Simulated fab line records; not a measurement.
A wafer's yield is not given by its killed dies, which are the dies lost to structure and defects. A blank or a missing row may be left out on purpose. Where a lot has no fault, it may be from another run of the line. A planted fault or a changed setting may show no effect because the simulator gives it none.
Which tool is to blame? -- flow gf180mcu -- 12 lots with 35 wafers sampled at 4 steps, on a route of 602 steps

== WHAT THE GAUGES SHOWED, per wafer ==
GF_V5_CD_MEAS_14 targets a cd of 260 nm. Usual: cd-nm 260.2 nm, standard deviation 1.4.
lot,measured,on,cd-nm (nm),flag
L673,day 27 04:26,cd-sem-01,259.4 259.8 259.6,
L676,day 28 05:51,cd-sem-01,261.2 260.1 258.9,
L678,day 28 20:04,cd-sem-02,262.2 262.1 261.5,
L679,day 29 02:25,cd-sem-02,259.3 258.4 258.2,
L682,day 30 03:13,cd-sem-02,260.4 260.2 261.0,
L683,day 30 06:07,cd-sem-02,262.0 261.9 261.9,
L684,day 30 19:43,cd-sem-02,258.9 259.8 258.0,
L685,day 30 23:10,cd-sem-01,258.1 259.1 257.7,
L687,day 31 09:58,cd-sem-01,274.2 274.2,OFF
L688,day 31 14:25,cd-sem-01,272.3 273.3 272.5,OFF
L689,day 31 20:43,cd-sem-01,271.6 270.3 270.4,OFF
L690,day 32 06:16,cd-sem-02,267.5 267.5 267.3,OFF

== TOOL THAT RAN EACH LOT (tool first, then ch and the chambers of the sampled wafers, then the start) ==
lot,GF_M3_METAL_ETCH_16,GF_V5_CVD_02,GF_V5_EXPOSE_11
L673,"rie-metal-03 ch 0,1, day 21 11:31","pecvd-03 ch 0,1,2, day 26 08:16","krf-scanner-02 ch 0, day 26 19:02"
L676,"rie-metal-01 ch 0,1, day 22 13:01","pecvd-01 ch 1,2, day 27 09:49","krf-scanner-02 ch 0, day 27 19:59"
L678,"rie-metal-02 ch 0, day 23 06:57","pecvd-03 ch 0,1,2, day 28 00:16","krf-scanner-01 ch 0, day 28 10:29"
L679,"rie-metal-03 ch 0,1, day 23 12:38","pecvd-02 ch 1,2, day 28 05:59","krf-scanner-02 ch 0, day 28 16:29"
L682,"rie-metal-01 ch 0, day 24 19:31","pecvd-02 ch 0,2, day 29 08:04","krf-scanner-01 ch 0, day 29 17:49"
L683,"rie-metal-01 ch 0,1, day 24 23:43","pecvd-02 ch 0,1,2, day 29 11:07","krf-scanner-01 ch 0, day 29 21:29"
L684,"rie-metal-02 ch 0,1, day 25 12:54","pecvd-03 ch 0,2, day 30 00:44","krf-scanner-02 ch 0, day 30 10:18"
L685,"rie-metal-03 ch 0,1, day 25 18:35","pecvd-01 ch 1,2, day 30 04:47","krf-scanner-02 ch 0, day 30 14:28"
L687,"rie-metal-03 ch 0,1, day 26 08:55","pecvd-03 ch 0,1, day 30 15:37","krf-scanner-02 ch 0, day 31 01:19"
L688,"rie-metal-03 ch 0,1, day 26 12:56","pecvd-01 ch 0,1,2, day 30 20:35","krf-scanner-02 ch 0, day 31 05:22"
L689,"rie-metal-02 ch 0,1, day 26 19:57","pecvd-01 ch 0,2, day 31 02:38","krf-scanner-02 ch 0, day 31 12:04"
L690,"rie-metal-01 ch 0,1, day 27 09:22","pecvd-03 ch 0,1,2, day 31 13:28","krf-scanner-02 ch 0, day 31 22:07"
- GF_M3_METAL_ETCH_16: etches the open film in Cl2/BCl3, stops on SiO2, target depth 750.8 nm, time 125.1 s.
- GF_V5_CVD_02: deposits SiO2 from TEOS, target thk 1450 nm, time 163.28 s.
- GF_V5_EXPOSE_11: exposes mask Via5, target cd 260 nm.

== WHAT THE TOOLS THEMSELVES READ (means of the sampled wafers that have a number; where no wafer has one, the mark that the record gives instead) ==
GF_M3_METAL_ETCH_16. Usual: drypump-motor-current-A 5.6 A, standard deviation 0.32; oes-product-au 0.990 a.u., standard deviation 0.0063; throttle-valve-pct 28.230 %, standard deviation 0.0096.
lot,tool,drypump-motor-current-A (A),oes-product-au (a.u.),throttle-valve-pct (%),flag
L673,rie-metal-03,5.5,0.979,28.241,
L676,rie-metal-01,5.7,0.987,28.233,
L678,rie-metal-02,5.2,0.995,28.222,
L679,rie-metal-03,5.6,0.984,28.224,
L682,rie-metal-01,5.9,0.989,28.231,
L683,rie-metal-01,5.6,0.994,28.237,
L684,rie-metal-02,5.4,0.993,28.226,
L685,rie-metal-03,5.5,0.992,28.229,
L687,rie-metal-03,5.7,0.988,28.232,
L688,rie-metal-03,5.5,0.987,28.226,
L689,rie-metal-02,5.4,0.991,28.220,
L690,rie-metal-01,5.8,0.991,28.235,

GF_V5_CVD_02. Usual: heater-power-w 659 W, standard deviation 92.
lot,tool,heater-power-w (W),flag
L673,pecvd-03,684,
L676,pecvd-01,611,
L678,pecvd-03,648,
L679,pecvd-02,711,
L682,pecvd-02,678,
L683,pecvd-02,622,
L684,pecvd-03,625,
L685,pecvd-01,655,
L687,pecvd-03,637,
L688,pecvd-01,621,
L689,pecvd-01,633,
L690,pecvd-03,700,

GF_V5_EXPOSE_11. Usual: exposure-dose-mJ-cm2 37.94, standard deviation 0.037.
lot,tool,exposure-dose-mJ-cm2,flag
L673,krf-scanner-02,37.95,
L676,krf-scanner-02,37.94,
L678,krf-scanner-01,37.97,
L679,krf-scanner-02,37.92,
L682,krf-scanner-01,37.98,
L683,krf-scanner-01,37.90,
L684,krf-scanner-02,37.89,
L685,krf-scanner-02,37.95,
L687,krf-scanner-02,41.16,OFF
L688,krf-scanner-02,41.17,OFF
L689,krf-scanner-02,40.59,OFF
L690,krf-scanner-02,39.58,OFF

== THE ANSWER, worked out from the rows above alone ==
Rule: lot off if the mean of its wafers having a number is beyond 3 standard deviations from the usual mean. Also off: a lot with no number at a reading for which 4 or more lots have one. Any other lot the step has rows for is counted as sound. The gauges are gone through in route order, then the tools' own readings, and for those a lot's mean is taken as printed above. The first step at which some lot is off is used, and at that step the reading that is off furthest; a lot without a number counts as furthest.
Off: L687, L688, L689, L690 (GF_V5_CD_MEAS_14, cd-nm).
If a tool, at a process step before that reading, ran all the lots that are off and no sound lot after the first of them, it fits. The gauges at GF_V5_CD_MEAS_14 aren't tried: what is off there is off at GF_V5_EXPOSE_11 too, on other tools, and a gauge's error can't cause that. One candidate fits, namely krf-scanner-02 at GF_V5_EXPOSE_11. A fault onset in the window from L685 (day 30 14:28, its last sound lot) to L687 (day 31 01:19, its first lot off) fits.
On the lots that are off, the tool's own readings at GF_V5_EXPOSE_11 differ by more than 5 times the standard deviation of the sound lots' means, which bears it out; exposure-dose-mJ-cm2 reads 40.62 there versus 37.94 on the sound lots.

== WHAT WAS PUT IN BY THE SIMULATOR ==
Drift in process parameters on krf-scanner-02 at GF_V5_EXPOSE_11, starting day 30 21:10. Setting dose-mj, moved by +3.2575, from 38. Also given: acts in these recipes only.
Struck lots among those shown: L687, L688, L689, L690. The rule given above showed the same thing.
